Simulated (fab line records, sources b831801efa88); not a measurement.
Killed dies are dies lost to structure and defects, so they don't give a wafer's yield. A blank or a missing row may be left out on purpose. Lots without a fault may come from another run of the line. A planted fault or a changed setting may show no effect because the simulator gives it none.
One fault seen from 2 desks | flow gf180mcu | each desk has only its own numbers; what lay behind them comes last

THE TOOL OWNER'S DESK: implanter-02
The tool's own readings at GF_VT_IMPLANT_IMPLANT_41: means of the sampled wafers that have a number, for each lot that ran on this tool. A lot is out of limits, marked OUT, if its mean lies more than 4 standard deviations from the usual mean; the brackets give that distance.
Columns: A = beam_on_s at GF_VT_IMPLANT_IMPLANT_41, usual 9.99 s; B = tilt_deg at GF_VT_IMPLANT_IMPLANT_41, usual 6.999 degrees
lot  | first seen here | A     | B
L779 | day 7 18:55     | 10.00 | 7.016
L780 | day 8 01:05     | 10.03 | 6.997
L783 | day 9 01:23     | 10.02 | 7.021
L789 | day 10 15:43    | 9.98  | -0.010 (-99 or more) OUT
L791 | day 11 01:45    | 9.97  | 0.009 (-99 or more) OUT
L799 | day 13 09:57    | 10.21 | 7.005
This desk's finding: out of limits on L789, L791; first on L789, day 10 15:43 (tilt_deg at GF_VT_IMPLANT_IMPLANT_41). In limits: L779, L780, L783, L799.

THE METROLOGY DESK
What the gauges read, lot by lot, whatever tool the lot ran on: means of the sampled wafers that have a number. A lot is out of limits, marked OUT, if its mean lies more than 4 standard deviations from the usual mean; the brackets give that distance.
Columns: A = MVPSD_OVL at GF_MVPSD_OVL_MEAS_07, usual -0.3 nm; B = VT_IMPLANT_TW at GF_VT_IMPLANT_TW_MEAS_10, usual 566; C = VT_IMPLANT_4_TW at GF_VT_IMPLANT_TW_MEAS_43, usual 690
lot  | first seen here | A    | B   | C
L779 | day 5 06:25     | -0.5 | 572 | 685
L780 | day 5 12:09     | -2.1 | 558 | 686
L781 | day 5 18:04     | -2.3 | 559 | 684
L783 | day 6 09:31     | 0.6  | 573 | 698
L788 | day 7 14:29     | -0.0 | 572 | 684
L789 | day 7 19:14     | -1.2 | 560 | 612 (-12) OUT
L790 | day 8 00:16     | 1.0  | 560 | 686
L791 | day 8 04:46     | -1.6 | 570 | 622 (-10) OUT
L794 | day 8 20:34     | 0.2  | 569 | 686
L798 | day 9 23:43     | -0.6 | 559 | 686
L799 | day 10 05:52    | 2.4  | 560 | 697
L800 | day 10 09:52    | 0.0  | 569 | 695
L801 | day 10 18:02    | -1.2 | 561 | 687
This desk's finding: out of limits on L789, L791; first on L789, day 10 15:57 (VT_IMPLANT_4_TW at GF_VT_IMPLANT_TW_MEAS_43). In limits: L779, L780, L781, L783, L788, L790, L794, L798, L799, L800, L801.

PUT TOGETHER
The tool owner's desk could have raised an alarm at day 10 15:43, on L789, L791.
The metrology desk could have raised an alarm at day 10 15:57, on L789, L791.
Of the lots named, all ran GF_VT_IMPLANT_IMPLANT_41 on implanter-02.

WHAT THE SIMULATOR HAD PUT IN
Process parameter drift: implanter-02, from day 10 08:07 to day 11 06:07, at GF_VT_IMPLANT_IMPLANT_41. Setting tilt_deg, moved by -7, from 7. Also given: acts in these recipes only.
Lots struck among those shown: L789, L791.
Hours from the fault's start to each desk's first reading out of limits: the tool owner's desk, 8; the metrology desk, 8.
